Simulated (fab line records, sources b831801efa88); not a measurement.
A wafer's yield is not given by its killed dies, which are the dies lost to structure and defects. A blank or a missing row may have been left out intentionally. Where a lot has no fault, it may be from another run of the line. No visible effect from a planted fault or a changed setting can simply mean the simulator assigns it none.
Which of the tools did it? | flow sky130 | Sampling: 12 lots, 36 wafers, 5 of 708 route steps

WHAT THE GAUGES READ, wafer by wafer
SKY_CONTACT_RS_MEAS_25: a four-point-probe measurement. Usual: for CONTACT_W_RS the level is 0.332 ohm/sq and the standard deviation is 0.0085.
lot  | measured     | on            | CONTACT_W_RS (ohm/sq) | flag
L428 | day 33 07:55 | film_metro-02 | 0.343 0.329 0.332     |
L430 | day 33 17:49 | film_metro-02 | 0.337 0.343 0.337     |
L431 | day 34 18:20 | film_metro-02 | 0.337 0.334 0.339     |
L432 | day 34 21:31 | film_metro-01 | 0.317 0.318 0.336     |
L433 | day 35 00:53 | film_metro-02 | 0.341 0.342 0.340     |
L434 | day 35 02:57 | film_metro-01 | 0.318 0.334 0.321     |
L435 | day 35 19:10 | film_metro-02 | 0.335 0.318 0.336     |
L437 | day 36 03:53 | film_metro-02 | 0.335 0.335 0.336     |
L438 | day 36 16:20 | film_metro-01 | 0.340 0.336 0.336     |
L444 | day 38 07:49 | film_metro-03 | 0.337 0.322 0.338     |
L445 | day 38 11:08 | film_metro-02 | 0.335 0.319 0.317     |
L448 | day 39 04:30 | film_metro-02 | 0.322 0.334 0.334     |

SKY_METAL1_RS_MEAS_05: a four-point-probe measurement. Usual: for METAL1_ALCU_RS the level is 0.1262 ohm/sq and the standard deviation is 0.0014.
lot  | measured     | on            | METAL1_ALCU_RS (ohm/sq) | flag
L428 | day 33 08:32 | film_metro-03 | 0.1268 0.1269 0.1282    |
L430 | day 33 18:26 | film_metro-02 | 0.1243 0.1247 0.1240    |
L431 | day 34 19:03 | film_metro-04 | 0.1249 0.1248 0.1268    |
L432 | day 34 22:30 | film_metro-02 | 0.1243 0.1255 0.1249    |
L433 | day 35 01:30 | film_metro-03 | 0.1254 0.1273 0.1257    |
L434 | day 35 03:34 | film_metro-02 | 0.1261 0.1253 0.1253    |
L435 | day 35 19:47 | film_metro-02 | 0.1259 0.1263 0.1261    |
L437 | day 36 04:30 | film_metro-02 | 0.1246 0.1260 0.1253    |
L438 | day 36 16:57 | film_metro-03 | 0.1266 0.1259 0.1263    |
L444 | day 38 08:26 | film_metro-04 | 0.1270 0.1278 0.1289    |
L445 | day 38 11:45 | film_metro-02 | 0.1241 0.1244 0.1249    |
L448 | day 39 05:07 | film_metro-03 | 0.1280 0.1274 0.1286    |

SKY_VIA1_THK_MEAS_01. Usual: for VIA1_HDPCVD_THK the level is 1028 nm and the standard deviation is 11.
lot  | measured     | on            | VIA1_HDPCVD_THK (nm) | flag
L428 | day 34 12:03 | film_metro-03 | 1027 1037 1034       |
L430 | day 34 22:22 | film_metro-01 | 1045 1039 1024       |
L431 | day 35 23:27 | film_metro-04 | 1025 1021 1022       |
L432 | day 36 02:41 | film_metro-04 | 1036 1038 1049       |
L433 | day 36 05:07 | film_metro-04 | 1023 1031 1030       |
L434 | day 36 07:32 | film_metro-01 | 1027 1011 1008       |
L435 | day 36 23:22 | film_metro-03 | 1021 997 998         |
L437 | day 37 08:44 | film_metro-03 | 1030 1015 1027       |
L438 | day 37 20:47 | film_metro-01 | 1009 1009 1011       |
L444 | day 39 11:18 | film_metro-04 | 1028 1029 1544       | OFF
L445 | day 39 15:22 | film_metro-04 | 1032 1548 1027       | OFF
L448 | day 40 08:19 | film_metro-04 | 1028 1552 1024       | OFF

SKY_VIA1_BOW_MEAS_03. Usual: for VIA1_BOW the level is 79 um and the standard deviation is 6.
lot  | measured     | on            | VIA1_BOW (um) | flag
L428 | day 34 12:25 | film_metro-01 | 83 78 76      |
L430 | day 34 22:46 | film_metro-01 | 88 76 81      |
L431 | day 35 23:49 | film_metro-03 | 72 76 78      |
L432 | day 36 03:04 | film_metro-04 | 82 72 80      |
L433 | day 36 05:29 | film_metro-03 | 78 80 73      |
L434 | day 36 07:53 | film_metro-01 | 79 82 89      |
L435 | day 36 23:44 | film_metro-04 | 86 95 94      |
L437 | day 37 09:07 | film_metro-03 | 76 82 79      |
L438 | day 37 21:09 | film_metro-03 | 68 79 75      |
L444 | day 39 11:40 | film_metro-03 | 76 84 85      |
L445 | day 39 15:44 | film_metro-04 | 87 81 82      |
L448 | day 40 08:41 | film_metro-03 | 80 78 78      |

WHICH TOOL RAN EACH LOT (tool, then ch and the chambers of the sampled wafers, then the start)
lot  | SKY_VIA1_HDPCVD_00
L428 | hdpcvd-01 ch 0,1,2, day 34 11:56
L430 | hdpcvd-01 ch 1,2, day 34 22:08
L431 | hdpcvd-02 ch 0,1,2, day 35 23:20
L432 | hdpcvd-01 ch 0,1,2, day 36 02:35
L433 | hdpcvd-02 ch 0,2, day 36 04:59
L434 | hdpcvd-02 ch 0,1,2, day 36 07:25
L435 | hdpcvd-02 ch 1,2, day 36 23:14
L437 | hdpcvd-01 ch 1,2, day 37 08:37
L438 | hdpcvd-02 ch 1,2, day 37 20:41
L444 | hdpcvd-02 ch 0,1,2, day 39 11:11
L445 | hdpcvd-02 ch 0,1,2, day 39 15:14
L448 | hdpcvd-02 ch 0,1,2, day 40 08:13
- SKY_VIA1_HDPCVD_00: deposits SiO2, target thk 1030 nm, time 171.7 s.

WHAT THE TOOLS THEMSELVES READ (means of the sampled wafers that have a number; where no wafer has one, the mark that the record gives instead)
SKY_VIA1_HDPCVD_00. Usual: sih4_flow_sccm at 60.01 sccm, with a standard deviation of 0.18.
lot  | tool      | sih4_flow_sccm (sccm) | flag
L428 | hdpcvd-01 | 60.08                 |
L430 | hdpcvd-01 | 59.86                 |
L431 | hdpcvd-02 | 59.88                 |
L432 | hdpcvd-01 | 59.97                 |
L433 | hdpcvd-02 | 59.84                 |
L434 | hdpcvd-02 | 59.86                 |
L435 | hdpcvd-02 | 60.05                 |
L437 | hdpcvd-01 | 59.87                 |
L438 | hdpcvd-02 | 60.21                 |
L444 | hdpcvd-02 | 70.18                 | OFF
L445 | hdpcvd-02 | 70.17                 | OFF
L448 | hdpcvd-02 | 69.95                 | OFF

THE ANSWER, worked out from the rows above alone
Rule: a lot counts as off when the mean over its wafers that have a number is more than 3 standard deviations away from the usual mean. Also off: a lot with no number at a reading for which 4 or more lots have one. Where the step has rows for the other lots, those lots are counted as sound. Order of review: gauges by route order, followed by the tools' own readings, for which a lot's mean as printed above is used. The first step at which some lot is off is used, and at that step the reading that is off furthest; a lot without a number counts as furthest.
Off: L444, L445, L448, at SKY_VIA1_THK_MEAS_01 (VIA1_HDPCVD_THK).
If a tool, at a process step before that reading, ran all the lots that are off and no sound lot after the first of them, it fits. Not tried: the gauges at SKY_VIA1_THK_MEAS_01; whatever is off there is also off at SKY_VIA1_HDPCVD_00, on other tools, and gauge error can't account for it. One fits: hdpcvd-02 at SKY_VIA1_HDPCVD_00. Its last sound lot is L438 (day 37 20:41), its first lot that is off L444 (day 39 11:11): a fault that began between those two fits.
The tool's own readings at SKY_VIA1_HDPCVD_00 bear it out: on the lots that are off they differ by more than 5 times the standard deviation of the sound lots' means. sih4_flow_sccm reads 70.10 sccm there against 59.96 sccm on the sound lots.

WHAT THE SIMULATOR HAD INSERTED
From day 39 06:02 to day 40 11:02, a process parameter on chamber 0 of hdpcvd-02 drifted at SKY_VIA1_HDPCVD_00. Setting sih4_flow_sccm shifted by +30 from 60. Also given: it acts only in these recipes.
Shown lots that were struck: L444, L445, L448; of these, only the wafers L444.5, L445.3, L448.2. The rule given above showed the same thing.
